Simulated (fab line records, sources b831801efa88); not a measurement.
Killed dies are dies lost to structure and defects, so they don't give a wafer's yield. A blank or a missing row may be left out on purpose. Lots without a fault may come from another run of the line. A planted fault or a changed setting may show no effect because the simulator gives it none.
Which tool did it? | flow sky130 | 15 lots, 45 wafers sampled, at 4 steps of a route of 708

WHAT THE GAUGES READ, wafer by wafer
SKY_LDD_P_TW_MEAS_11.
lot  | measured     | on            | LDD_P_TW
L431 | day 19 03:42 | film_metro-04 | 636 637 638
L430 | day 18 23:31 | film_metro-03 | 648 650 647
L432 | day 19 13:19 | film_metro-02 | 640 643 640
L433 | day 20 03:09 | film_metro-03 | 642 643 643
L439 | day 22 16:22 | film_metro-04 | 621 625 621
L440 | day 22 19:10 | film_metro-03 | 625 624 625
L442 | day 23 13:10 | film_metro-04 | 624 624 624
L444 | day 24 05:28 | film_metro-03 | 638 641 636
L445 | day 25 03:09 | film_metro-03 | 636 636 633
L446 | day 25 07:16 | film_metro-04 | 638 635 632
L449 | day 26 05:10 | film_metro-03 | 642 636 644
L450 | day 26 14:16 | film_metro-03 | 641 642 640
L451 | day 26 12:47 | film_metro-03 | 645 639 637
L452 | day 26 18:31 | film_metro-04 | 636 633 633
L453 | day 27 20:19 | film_metro-03 | 644 639 642

SKY_LDD_HVN_OVL_MEAS_07.
lot  | measured     | on         | LDD_HVN_OVL (nm)
L431 | day 20 09:42 | overlay-02 | 0.3 1.2 1.7
L430 | day 20 05:52 | overlay-02 | 1.2 0.8 0.5
L432 | day 20 18:02 | overlay-01 | -0.2 1.0 1.0
L433 | day 21 09:54 | overlay-01 | -0.6 -0.4 1.0
L439 | day 23 22:34 | overlay-02 | 1.0 1.9 2.1
L440 | day 24 00:25 | overlay-01 | 1.2 1.1 1.7
L442 | day 24 18:27 | overlay-02 | 1.9 2.4 1.3
L444 | day 25 10:22 | overlay-01 | 0.2 -0.2 1.6
L445 | day 26 08:13 | overlay-01 | -0.7 -0.1 -0.4
L446 | day 26 12:40 | overlay-02 | 1.6 2.4 3.5
L449 | day 27 09:54 | overlay-01 | -0.6 2.0 1.5
L450 | day 27 19:04 | overlay-01 | 0.0 2.8 1.2
L451 | day 27 17:22 | overlay-01 | 1.3 0.1 2.6
L452 | day 27 23:33 | overlay-01 | 1.7 2.2 2.5
L453 | day 29 00:10 | overlay-01 | 1.5 1.8 1.0

WHICH TOOL RAN EACH LOT (tool, then ch and the chambers of the sampled wafers, then the start)
lot  | SKY_VT_ADJUST_HVTP_STRIP_10          | SKY_LDD_P_IMPLANT_09
L431 | plasma_asher-03 ch 0,1, day 6 07:15  | implanter-04 ch 0, day 19 03:27
L430 | plasma_asher-02 ch 0,1, day 6 07:33  | implanter-01 ch 0, day 18 23:16
L432 | plasma_asher-02 ch 0,1, day 6 10:44  | implanter-01 ch 0, day 19 13:04
L433 | plasma_asher-03 ch 0,1, day 6 19:00  | implanter-04 ch 0, day 20 02:54
L439 | plasma_asher-01 ch 0,1, day 8 12:20  | implanter-04 ch 0, day 22 16:09
L440 | plasma_asher-01 ch 0,1, day 8 16:18  | implanter-04 ch 0, day 22 18:55
L442 | plasma_asher-01 ch 0,1, day 9 08:15  | implanter-04 ch 0, day 23 12:55
L444 | plasma_asher-02 ch 0,1, day 9 17:45  | implanter-03 ch 0, day 24 05:15
L445 | plasma_asher-03 ch 0,1, day 10 06:31 | implanter-01 ch 0, day 25 02:54
L446 | plasma_asher-01 ch 0,1, day 10 15:13 | implanter-03 ch 0, day 25 07:03
L449 | plasma_asher-02 ch 0,1, day 11 07:33 | implanter-01 ch 0, day 26 04:55
L450 | plasma_asher-02 ch 0,1, day 11 11:19 | implanter-04 ch 0, day 26 14:01
L451 | plasma_asher-01 ch 0,1, day 11 12:51 | implanter-03 ch 0, day 26 12:32
L452 | plasma_asher-01 ch 0,1, day 11 20:55 | implanter-03 ch 0, day 26 18:16
L453 | plasma_asher-03 ch 0,1, day 12 16:51 | implanter-04 ch 0, day 27 20:04
- SKY_VT_ADJUST_HVTP_STRIP_10: strips in O2/N2.
- SKY_LDD_P_IMPLANT_09

WHAT THE TOOLS THEMSELVES READ (means of the sampled wafers that have a number; where no wafer has one, the mark that the record gives instead)
SKY_VT_ADJUST_HVTP_STRIP_10.
lot  | tool            | drypump_motor_current_A (A) | o2_flow_sccm (sccm) | oes_product_au (a.u.) | strip_time_to_endpoint_s (s)
L431 | plasma_asher-03 | 5.7                         | 2995                | 0.718                 | 14.17
L430 | plasma_asher-02 | 5.8                         | 3001                | 0.720                 | 14.20
L432 | plasma_asher-02 | 5.9                         | 3003                | 0.713                 | 14.20
L433 | plasma_asher-03 | 5.9                         | 2996                | 0.716                 | 14.25
L439 | plasma_asher-01 | 6.4                         | 3006                | 0.715                 | 14.11
L440 | plasma_asher-01 | 6.4                         | 3000                | 0.717                 | 14.22
L442 | plasma_asher-01 | 6.4                         | 2998                | 0.715                 | 14.21
L444 | plasma_asher-02 | 5.9                         | 3000                | 0.715                 | 14.22
L445 | plasma_asher-03 | 6.0                         | 2996                | 0.716                 | 14.21
L446 | plasma_asher-01 | 6.4                         | 2997                | 0.712                 | 14.18
L449 | plasma_asher-02 | 5.8                         | 2999                | 0.715                 | 14.18
L450 | plasma_asher-02 | 5.9                         | 2999                | 0.718                 | 14.18
L451 | plasma_asher-01 | 6.2                         | 3000                | 0.713                 | 14.23
L452 | plasma_asher-01 | 6.4                         | 3004                | 0.713                 | 14.20
L453 | plasma_asher-03 | 5.9                         | 3011                | 0.717                 | 14.20

SKY_LDD_P_IMPLANT_09.
lot  | tool         | beam_on_s (s)
L431 | implanter-04 | 9.90
L430 | implanter-01 | 10.04
L432 | implanter-01 | 9.95
L433 | implanter-04 | 10.10
L439 | implanter-04 | 9.87
L440 | implanter-04 | 9.94
L442 | implanter-04 | 9.91
L444 | implanter-03 | 9.92
L445 | implanter-01 | 10.10
L446 | implanter-03 | 10.14
L449 | implanter-01 | 10.02
L450 | implanter-04 | 9.98
L451 | implanter-03 | 10.05
L452 | implanter-03 | 9.96
L453 | implanter-04 | 9.84

THE ANSWER, worked out from the rows above alone
Rule: what is usual is taken from the lots themselves. Put in order of their means at a reading, lots are off if they are a third of the lots or fewer, leave a main group of 4 or more, and stand apart from it by a gap of 3 or more times the standard deviation of the main group's means; of several such gaps the widest counts. A main group whose means are all the same, to the digits that the tables above print for the reading, isn't used. A lot without any number at a reading at which 4 lots or more have one is off too. The other lots that the step has rows for count as sound. The gauges are gone through in route order, then the tools' own readings, and for those a lot's mean is taken as printed above. The first step at which some lot is off is used, and at that step the reading that is off furthest; a lot without a number counts as furthest.
No lot is off at any reading shown: from this, nothing can be told.

WHAT THE SIMULATOR HAD PUT IN
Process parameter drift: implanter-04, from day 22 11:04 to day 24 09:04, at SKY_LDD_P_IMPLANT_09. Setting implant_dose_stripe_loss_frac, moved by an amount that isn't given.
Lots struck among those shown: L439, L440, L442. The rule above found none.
